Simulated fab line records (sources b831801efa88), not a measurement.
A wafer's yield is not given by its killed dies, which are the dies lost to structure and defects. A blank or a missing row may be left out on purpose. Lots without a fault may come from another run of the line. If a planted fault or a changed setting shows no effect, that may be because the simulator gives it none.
Which tool was responsible? ; flow sky130 ; 10 lots, 30 wafers sampled, at 4 steps of a route of 708

## WHAT THE GAUGES SHOWED, per wafer
SKY_VIA2_BOW_MEAS_03.
lot;measured;on;VIA2_BOW (um)
L597;day 35 12:28;film-metro-03;80 86 80
L598;day 35 23:37;film-metro-04;78 73 88
L600;day 36 13:52;film-metro-04;85 65 89
L602;day 37 07:13;film-metro-01;89 80 74
L603;day 37 21:35;film-metro-04;124 118 109
L605;day 38 02:26;film-metro-01;108 115 103
L611;day 40 05:52;film-metro-01;85 91 77
L615;day 41 01:43;film-metro-04;98 97 96
L618;day 41 19:12;film-metro-01;76 95 89
L619;day 42 01:51;film-metro-04;94 84 87

## TOOL THAT RAN EACH LOT (tool first, then ch and the chambers of the sampled wafers, then the start)
lot;SKY_METAL1_METAL_ETCH_19;SKY_VIA1_STRIP_16;SKY_VIA2_CMP_02
L597;rie-metal-03 ch 0,1, day 33 03:43;plasma-asher-04 ch 0,1, day 34 07:28;cmp-01 ch 0,2,3, day 35 12:11
L598;rie-metal-01 ch 0,1, day 33 14:03;plasma-asher-01 ch 0,1, day 34 18:00;cmp-01 ch 0,1,3, day 35 23:25
L600;rie-metal-02 ch 0,1, day 34 04:09;plasma-asher-03 ch 0,1, day 35 08:27;cmp-01 ch 0,1,2, day 36 13:31
L602;rie-metal-02 ch 0,1, day 34 21:59;plasma-asher-01 ch 0,1, day 36 02:27;cmp-01 ch 0,1,2, day 37 06:53
L603;rie-metal-01 ch 0,1, day 35 13:35;plasma-asher-01 ch 0,1, day 36 16:56;cmp-01 ch 2,3, day 37 21:14
L605;rie-metal-02 ch 0,1, day 35 17:59;plasma-asher-04 ch 0,1, day 36 21:18;cmp-02 ch 0,3, day 38 02:07
L611;rie-metal-03 ch 0,1, day 37 23:03;plasma-asher-04 ch 0,1, day 39 02:13;cmp-01 ch 1,2,3, day 40 05:36
L615;rie-metal-01 ch 0,1, day 38 20:42;plasma-asher-03 ch 0,1, day 39 22:49;cmp-01 ch 0,1,2, day 41 01:25
L618;rie-metal-02 ch 0, day 39 14:56;plasma-asher-04 ch 0,1, day 40 17:13;cmp-02 ch 0,2,3, day 41 18:59
L619;rie-metal-02 ch 0, day 39 21:36;plasma-asher-03 ch 0,1, day 40 22:48;cmp-02 ch 1,2, day 42 01:33
- SKY_METAL1_METAL_ETCH_19: etches the open film in Cl2/BCl3, stops on SiO2, target depth 360 nm, time 78 s.
- SKY_VIA1_STRIP_16: strips in O2/N2.
- SKY_VIA2_CMP_02: polishes SiO2.

## AS READ BY THE TOOLS THEMSELVES (means over the sampled wafers that have a number; for cases with no such wafer, the mark the record gives instead)
SKY_METAL1_METAL_ETCH_19.
lot;tool;drypump-motor-current-A (A);oes-product-au (a.u.);throttle-valve-pct (%)
L597;rie-metal-03;5.8;0.857;22.261
L598;rie-metal-01;6.4;0.854;22.266
L600;rie-metal-02;5.4;0.862;22.266
L602;rie-metal-02;5.6;0.860;22.262
L603;rie-metal-01;6.4;0.849;22.271
L605;rie-metal-02;5.4;0.855;22.255
L611;rie-metal-03;6.0;0.845;22.274
L615;rie-metal-01;6.4;0.856;22.258
L618;rie-metal-02;5.2;0.856;22.263
L619;rie-metal-02;5.2;0.851;22.268

SKY_VIA1_STRIP_16.
lot;tool;drypump-motor-current-A (A);oes-product-au (a.u.);strip-time-to-endpoint-s (s)
L597;plasma-asher-04;5.3;0.418;4.465
L598;plasma-asher-01;5.7;0.417;4.446
L600;plasma-asher-03;5.6;0.416;4.442
L602;plasma-asher-01;5.7;0.416;4.484
L603;plasma-asher-01;5.7;0.419;4.460
L605;plasma-asher-04;5.3;0.410;4.444
L611;plasma-asher-04;5.7;0.411;4.446
L615;plasma-asher-03;5.4;0.418;4.469
L618;plasma-asher-04;5.3;0.413;4.469
L619;plasma-asher-03;5.6;0.414;4.438

SKY_VIA2_CMP_02.
lot;tool;edge-zone-pressure-frac;head-pressure-psi (psi);motor-current-A (A)
L597;cmp-01;1.003;3.991;11.5
L598;cmp-01;1.005;4.003;12.2
L600;cmp-01;0.998;4.000;11.4
L602;cmp-01;1.000;4.000;11.9
L603;cmp-01;-;-;-
L605;cmp-02;-;-;-
L611;cmp-01;1.005;4.009;12.3
L615;cmp-01;1.000;3.994;11.5
L618;cmp-02;1.002;4.001;12.2
L619;cmp-02;1.005;3.997;11.8

## THE ANSWER, worked out from the rows above alone
Rule: the lots themselves supply what counts as usual. The widest of any qualifying gaps counts: lots, ordered by their means at a reading, are off when they make up no more than a third of the lots, leave a main group of 4 or more, and stand apart from it by 3 or more times the standard deviation of that group's means. Not used: any main group whose means are identical at the precision the tables above print for the reading. Also off: a lot with no number at a reading for which 4 or more lots have one. All remaining lots with rows at the step are treated as sound. After the gauges, taken in route order, come the tools' own readings; for these a lot's mean is taken, as printed above. The first step at which some lot is off is used, and at that step the reading that is off furthest; a lot without a number counts as furthest.
Off at SKY_VIA2_CMP_02 (edge-zone-pressure-frac): L603, L605. Without a number there: L603, L605. For the main group the mean is 1.002 and the standard deviation 0.0025.
A tool fits if, at that step or a process step before it, it ran every lot that is off, and no sound lot after the first of them. Of those tried, none fits.

## WHAT THE SIMULATOR HAD INSERTED
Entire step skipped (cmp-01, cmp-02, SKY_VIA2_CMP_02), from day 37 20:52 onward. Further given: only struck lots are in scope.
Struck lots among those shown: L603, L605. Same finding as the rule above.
